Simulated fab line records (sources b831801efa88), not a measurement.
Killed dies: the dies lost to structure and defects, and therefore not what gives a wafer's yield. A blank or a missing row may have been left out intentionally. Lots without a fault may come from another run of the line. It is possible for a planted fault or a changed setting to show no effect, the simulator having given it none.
Comparing a struck lot with a sound one :: flow sky130 :: 32 steps out of a route of 708
Sound: these wafers, L969.1, L969.3, L969.5. Struck: wafer L977.5. (L977.1, L977.4 of the same lot were not struck and are left out.) The cause comes at the end.
At each step with rows: each side's tool, then ch and its chambers, then its first start. Under that, the readings that differ: sound wafers :: struck wafers :: difference of the means :: sigmas: that difference in standard deviations of wafers without a fault.
alike: words and numbers the same on both sides, and readings whose means are apart by under 2 such deviations; not compared: readings that were withheld, readings missing a value for some wafer, numbers with overlapping values and no deviation given by the record, and bounds like >300 which may hide the same value.
Wherever a step has rows on one side only, a row that says differs or no value, or a row with sigmas, the two part there. Numbers that have no deviation but don't overlap get no sigmas and don't part them. Lack of a reading on every wafer of one side parts them only where that side has two or more wafers.

first, 3 steps without rows for these wafers: SKY_CONTACT_STRIP_20 (strips in post etch residue remover, time 1200 s); SKY_CONTACT_CLEAN_21 (cleans in IPA, time 180 s); SKY_CONTACT_CLEAN_22 (cleans in O3/DIW).
SKY_CONTACT_SPUTTER_23: material TiN, target thk 20 nm, time 80 s.
  sound: pvd-sputter-01 at day 34 04:04; struck: pvd-sputter-01 at day 36 12:05
  alike: throttle-valve-pct
then, 1 step without rows for these wafers: SKY_CONTACT_CVD_24 (deposits W, target thk 340 nm, time 102.12 s).
SKY_CONTACT_RS_MEAS_25: the measuring method here is four-point-probe.
  sound: film-metro-04 at day 34 04:14; struck: film-metro-02 at day 36 12:15
  alike: CONTACT_W_RS
SKY_CONTACT_THK_MEAS_26: measures by xrf.
  sound: film-metro-04 at day 34 04:22; struck: film-metro-02 at day 36 12:22
  alike: CONTACT_W_THK
then, 2 steps without rows for these wafers: SKY_CONTACT_CMP_27 (polishes, stops on SiO2, t overpolish 15 s, target thk 0 nm); SKY_METAL1_SPUTTER_00 (material Ti, target thk 15 nm, time 10 s).
SKY_METAL1_SPUTTER_01: material TiN, target thk 20 nm, time 16.7 s.
  sound: pvd-sputter-02 at day 34 04:45; struck: pvd-sputter-01 at day 36 12:53
  alike: throttle-valve-pct
then, 1 step without rows for these wafers: SKY_METAL1_SPUTTER_02 (material AlCu, target thk 250 nm, time 13.3 s).
SKY_METAL1_SPUTTER_03: material Ti, target thk 5 nm, time 3.3 s.
  sound: pvd-sputter-02 at day 34 04:48; struck: pvd-sputter-01 at day 36 12:56
  alike: throttle-valve-pct
SKY_METAL1_SPUTTER_04: material TiN, target thk 70 nm, time 58.3 s.
  sound: pvd-sputter-02 at day 34 04:49; struck: pvd-sputter-01 at day 36 12:57
reading: model.TiN_of_METAL1_SPUTTER_04.thk-nm (nm)
sound: 71.47 71.57 70.72
struck: 75.65
difference: +4.40
sigmas: 
  alike: throttle-valve-pct
SKY_METAL1_RS_MEAS_05: the measuring method here is four-point-probe.
  sound: film-metro-02 at day 34 04:52; struck: film-metro-02 at day 36 13:00
  alike: METAL1_ALCU_RS
SKY_METAL1_THK_MEAS_06: measures by xrf.
  sound: film-metro-02 at day 34 04:59; struck: film-metro-02 at day 36 13:07
  alike: METAL1_ALCU_THK
then, 8 steps without rows for these wafers: SKY_METAL1_DEHYDRATE_07 (time 60 s); SKY_METAL1_HMDS_08 (prime time 60 s); SKY_METAL1_COAT_09 (resist thk 60 nm); SKY_METAL1_COAT_10 (resist thk 450 nm); SKY_METAL1_SOFTBAKE_11 (time 90 s); SKY_METAL1_EXPOSE_12 (exposes mask MM1, target cd 140 nm); SKY_METAL1_PEB_13; SKY_METAL1_DEVELOP_14 (develop time 60 s).
SKY_METAL1_CD_MEAS_15: target cd 140 nm.
  sound: cd-sem-01 at day 35 07:31; struck: cd-sem-02 at day 37 14:23
  alike: cd-nm
SKY_METAL1_OVL_MEAS_16:
  sound: overlay-01 at day 35 07:38; struck: overlay-01 at day 37 14:31
  alike: METAL1_OVL
SKY_METAL1_DESCUM_17: chemistry O2, time 8 s.
  sound on rie-metal-01 ch 0,1, day 35 07:41; struck on rie-metal-02 ch 0, day 37 14:33
  alike: drypump-motor-current-A, oes-product-au
  not compared: rf-hours-counter-h
then, 2 steps without rows for these wafers: SKY_METAL1_ETCH_18 (etches BARC in N2/H2, stops on SiO2, time 45.9 s, target depth 60 nm); SKY_METAL1_METAL_ETCH_19 (etches the open film in Cl2/BCl3, stops on SiO2, target depth 360 nm, time 78 s).
SKY_METAL1_STRIP_20: strips in O2/N2.
  sound on plasma-asher-03 ch 0, day 35 07:52; struck on plasma-asher-01 ch 1, day 37 14:55
reading: oes-product-au (a.u.)
sound: 0.341 0.342 0.354
struck: 0.332
difference: -0.014
sigmas: -3
  alike: drypump-motor-current-A, o2-flow-sccm, strip-time-to-endpoint-s
  not compared: rf-hours-counter-h
SKY_METAL1_STRIP_21: strips in post etch residue remover, time 1200 s.
  sound on wet-bench-01 ch 1, day 35 07:58; struck on wet-bench-01 ch 2, day 37 15:01
reading: model.TiN_of_METAL1_SPUTTER_04.thk-nm (nm)
sound: 71.05 71.15 70.3
struck: 75.23
difference: +4.40
sigmas: 
then, 1 step without rows for these wafers: SKY_METAL1_CLEAN_22 (cleans in IPA, time 180 s).
-- the record jumps here: 12 days lie between the struck wafers' starts before and after (it left off in module METAL1 and takes up again in module PAD_OPEN, whose first step shown is number 708 of the route) --
SKY_PAD_OPEN_PROBE_99:
  sound: prober-01 at day 47 22:43; struck: prober-01 at day 49 14:32
reading: killed-at-front-end
sound: 13 20 10
struck: 3
difference: -11
sigmas: -2
  alike: defect-limited-yield, killed_at_M0_to_M3, killed_at_M4_up, killed-at-contacts, killed-at-other, killed-dies, killed-open, killed-short, sort_bin_3_pad_short, sort_bin_5_function, sort_bin_6_memory, sort-n-pass, sort-yield-pct

## WHERE THEY PART
Last at SKY_PAD_OPEN_PROBE_99 as far as this record goes, first at SKY_METAL1_STRIP_20.

WHY: what the simulator had put in
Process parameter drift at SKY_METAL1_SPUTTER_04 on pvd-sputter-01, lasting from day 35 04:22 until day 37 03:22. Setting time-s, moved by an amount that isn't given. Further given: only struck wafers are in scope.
